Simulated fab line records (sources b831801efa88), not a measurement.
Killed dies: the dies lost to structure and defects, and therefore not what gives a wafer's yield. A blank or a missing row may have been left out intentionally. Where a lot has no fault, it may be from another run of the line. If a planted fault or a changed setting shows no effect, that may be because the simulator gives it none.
Commonality check across tools ; flow gf180mcu ; 11 lots, 33 wafers sampled

REASON FOR OPENING
Of 11 lots, 2 have the reading V2_W_RS flagged at GF_V2_RS_MEAS_24. Wafers without a fault read 0.328 ohm/sq, standard deviation 0.0036.
Rule: a lot is flagged in two cases, either no wafer of it has a number, or all its wafers with numbers fall more than 4 standard deviations from that mean. The other lots count as sound.

lot;measured;on;V2_W_RS (ohm/sq), wafer by wafer;flag
L415;day 19 21:55;film-metro-03;0.328 0.323 0.322;
L417;day 20 22:13;film-metro-01;0.329 0.330 0.323;
L418;day 21 06:00;film-metro-01;0.326 0.330 0.336;
L419;day 21 15:47;film-metro-01;0.335 0.325 0.326;
L421;day 22 19:05;film-metro-04;0.325 0.322 0.325;
L424;day 23 14:53;film-metro-04;0.186 0.183 0.183;FLAGGED
L425;day 23 21:08;film-metro-01;0.184 0.186 0.184;FLAGGED
L433;day 27 00:23;film-metro-04;0.329 0.330 0.325;
L434;day 27 02:18;film-metro-04;0.330 0.325 0.330;
L435;day 27 03:55;film-metro-03;0.325 0.325 0.332;
L436;day 27 13:15;film-metro-04;0.325 0.325 0.330;
The mean of the flagged lots' numbers is 0.184 ohm/sq, -0.144 ohm/sq from the usual (-40 standard deviations).

TOOL THAT RAN EACH LOT
The record holds 1 process step before the reading, out of a route of 602 steps. In each cell: the tool, then ch and the chambers that the sampled wafers went through, then the start.
lot;flag;GF_V2_CVD_23
L415;;cvd-w-01 ch 0,1, day 19 21:48
L417;;cvd-w-01 ch 0,1, day 20 22:07
L418;;cvd-w-01 ch 0,1, day 21 05:52
L419;;cvd-w-01 ch 0,1, day 21 15:40
L421;;cvd-w-02 ch 0, day 22 18:58
L424;FLAGGED;cvd-w-01 ch 0,1, day 23 14:46
L425;FLAGGED;cvd-w-01 ch 0,1, day 23 21:02
L433;;cvd-w-01 ch 0,1, day 27 00:14
L434;;cvd-w-01 ch 0,1, day 27 02:11
L435;;cvd-w-01 ch 0,1, day 27 03:47
L436;;cvd-w-02 ch 0,1, day 27 13:07
These steps, and what they do:
- GF_V2_CVD_23: deposits W, target thk 350 nm, time 104.94 s.
- GF_V2_RS_MEAS_24: measures by four-point-probe.

FLAGGED AGAINST TOTAL, ONE TOOL AT A TIME (gauges that did the reading follow at the end)
step;tool;lots run;flagged;share of the flagged lots;sound lots run after its first flagged lot
GF_V2_CVD_23;cvd-w-01;9;2;all;3 (L433,L434,L435)
GF_V2_CVD_23;cvd-w-02;2;0;none;-
GF_V2_RS_MEAS_24;film-metro-01;4;1;some;0
GF_V2_RS_MEAS_24;film-metro-03;2;0;none;-
GF_V2_RS_MEAS_24;film-metro-04;5;1;some;3 (L433,L434,L436)

WHAT THE TABLE ALLOWS
In the table, 1 row covers all flagged lots: cvd-w-01 at GF_V2_CVD_23.
- cvd-w-01 at GF_V2_CVD_23: 2 of its 9 lots flagged. Sound lots followed the first flagged one (L433, L434, L435) on it, something a lasting fault affecting the whole tool could not allow.
No row of the table ran every flagged lot and no sound lot after the first.

WHAT THE SIMULATOR HAD INSERTED
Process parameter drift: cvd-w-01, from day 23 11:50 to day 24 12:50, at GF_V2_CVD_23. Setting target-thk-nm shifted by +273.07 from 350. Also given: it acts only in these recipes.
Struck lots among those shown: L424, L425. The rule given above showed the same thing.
